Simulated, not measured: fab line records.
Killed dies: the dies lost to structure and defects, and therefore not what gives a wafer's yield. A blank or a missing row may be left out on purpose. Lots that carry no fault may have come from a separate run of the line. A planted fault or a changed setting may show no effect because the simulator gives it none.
Which tool is to blame? :: flow sky130 :: Sampling: 6 lots, 18 wafers, 2 of 708 route steps

WHAT THE GAUGES READ, wafer by wafer
SKY_LDD_LDN_TW_MEAS_13.
lot: L138
measured: day 23 05:25
on: film_metro-01
LDD_LDN_TW: 1508 1492 1514

lot: L144
measured: day 25 11:10
on: film_metro-01
LDD_LDN_TW: 1484 1479 1476

lot: L146
measured: day 26 00:47
on: film_metro-03
LDD_LDN_TW: 1455 1460 1452

lot: L156
measured: day 29 20:46
on: film_metro-04
LDD_LDN_TW: 1474 1470 1469

lot: L157
measured: day 30 06:05
on: film_metro-01
LDD_LDN_TW: 1499 1501 1498

lot: L160
measured: day 30 18:12
on: film_metro-03
LDD_LDN_TW: 1457 1457 1453

WHICH TOOL RAN EACH LOT (tool, then ch and the chambers of the sampled wafers, then the start)
lot: L138
SKY_POLY_GATE_ETCH_17: rie_si-02 ch 0,1,2, day 16 16:44

lot: L144
SKY_POLY_GATE_ETCH_17: rie_si-01 ch 1,3, day 19 02:34

lot: L146
SKY_POLY_GATE_ETCH_17: rie_si-02 ch 0,2,3, day 19 15:01

lot: L156
SKY_POLY_GATE_ETCH_17: rie_si-01 ch 0,1,2, day 23 15:26

lot: L157
SKY_POLY_GATE_ETCH_17: rie_si-01 ch 2,3, day 24 04:47

lot: L160
SKY_POLY_GATE_ETCH_17: rie_si-01 ch 1,2,3, day 24 14:52
- SKY_POLY_GATE_ETCH_17: etches poly-Si in HBr/Cl2, stops on SiO2, target depth 180 nm, time 70.5 s.

THE ANSWER, worked out from the rows above alone
Rule: the usual values come from the lots themselves. Put in order of their means at a reading, lots are off if they are a third of the lots or fewer, leave a main group of 4 or more, and stand apart from it by a gap of 3 or more times the standard deviation of the main group's means; of several such gaps the widest counts. If all means in a main group match to the digits the tables above print for the reading, that group is not used. A lot without any number at a reading at which 4 lots or more have one is off too. All remaining lots with rows at the step are treated as sound.
Nothing can be told from this: no lot is off at any reading shown.

WHAT THE SIMULATOR PUT IN
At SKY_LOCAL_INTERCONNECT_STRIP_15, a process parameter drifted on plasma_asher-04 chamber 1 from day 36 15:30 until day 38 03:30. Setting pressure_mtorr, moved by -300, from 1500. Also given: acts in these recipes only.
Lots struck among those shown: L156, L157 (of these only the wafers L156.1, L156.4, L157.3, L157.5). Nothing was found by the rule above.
